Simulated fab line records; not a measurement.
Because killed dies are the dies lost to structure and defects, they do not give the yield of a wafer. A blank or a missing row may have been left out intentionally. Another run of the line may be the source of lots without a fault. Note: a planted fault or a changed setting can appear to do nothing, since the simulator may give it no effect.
Code-filled problem report in 8D (eight disciplines) form + flow sfq line + the parts of the form that need people (team, actions taken, sign-off) are left out

== 1. PROBLEM STATEMENT ==
At SFQ_TRILAYER_A5B_DEP_PECVD_129, run length s averages 194.1 s over 4 wafers from 3 lots, while fault-free wafers read 161.3 s, standard deviation 0.65. Relative to the usual mean, that is a shift of +50 standard deviations.
The step: deposits SiO2 from SiH4/N2O, time 133.33 s, target thk 600 nm.
The first sign was on wafer L607.3 at day 67 21:23, on pecvd-01. At this step, 43 wafers from 15 lots have a number in the record. Rule for "out", or "out of limits": more than 4 standard deviations from the usual mean. The rest of the wafers with a number are treated as sound.

== 2. WHAT IT IS, WHAT IT ISN'T ==
| question                    | is                             | is not                                                                                       |
|-----------------------------|--------------------------------|----------------------------------------------------------------------------------------------|
| which readings at this step | run length s                   | heater power outer w, heater power w, throttle valve pct                                     |
| which lots                  | L607, L609, L611               | L596, L597, L598, L599, L600, L601, L603, L605, L606, L614, L615, L616                       |
| which wafers of those lots  | L607.3, L609.3, L609.4, L611.3 | L607.1, L607.5, L611.1                                                                       |
| read on which tools         | pecvd-01                       | pecvd-02, pecvd-04                                                                           |
| when                        | from day 67 21:23              | up to then (26 sound wafers); but 13 sound wafers of L606, L611, L614, L615, L616 came after |

== 3. WHAT RULES OUT EACH SUSPECT ==
Counting: any tool at a process step up to the reading remains a suspect provided it ran every lot that is out. Sound lots after the first of them don't rule it out here, since some wafers of a struck lot are sound.
- pecvd-01 at SFQ_TRILAYER_A5B_DEP_PECVD_129 (deposits SiO2 from SiH4/N2O, time 133.33 s, target thk 600 nm): kept. It processed each lot that is out (first: L607, day 67 21:23); up to then, its last sound lot is L605 (day 67 17:47). Its own readings are out on those wafers: run length s.
The count leaves pecvd-01 at SFQ_TRILAYER_A5B_DEP_PECVD_129.

== 4. THE CAUSE (what the simulator had put in) ==
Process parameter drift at SFQ_TRILAYER_A5B_DEP_PECVD_129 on pecvd-01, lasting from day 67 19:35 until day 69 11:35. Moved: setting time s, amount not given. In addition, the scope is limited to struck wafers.
This tool alone remained once counting was done.

== 5. SEQUENCE OF EFFECTS, ordered by route ==
One row per reading whose mean, taken over the struck wafers that have a number, lies over 3 standard deviations from the usual. Only readings for which the record gives a usual standard deviation are gone through. hours: the time from each lot's start at the first step in this table that gives one to its start at this step, as a median over the lots. sigmas: the change in usual standard deviations.
| hours | step                           | reading      | usual   | on struck wafers | change | sigmas |
|-------|--------------------------------|--------------|---------|------------------|--------|--------|
| 0     | SFQ_TRILAYER_A5B_DEP_PECVD_129 | run length s | 161.3 s | 194.1            | +32.8  | +50    |
Process steps it contains:
- SFQ_TRILAYER_A5B_DEP_PECVD_129: deposits SiO2 from SiH4/N2O, time 133.33 s, target thk 600 nm.
Later steps that measure or inspect, where all struck wafers having a row at the step show a number for every such reading and not one has moved that far: SFQ_R5_OVL_MEAS_935.

== 6. HOW IT WOULD HAVE BEEN CAUGHT EARLIER ==
First out-of-limits reading in this record: day 67 21:23, which is 2 hours after fault onset at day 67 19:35.
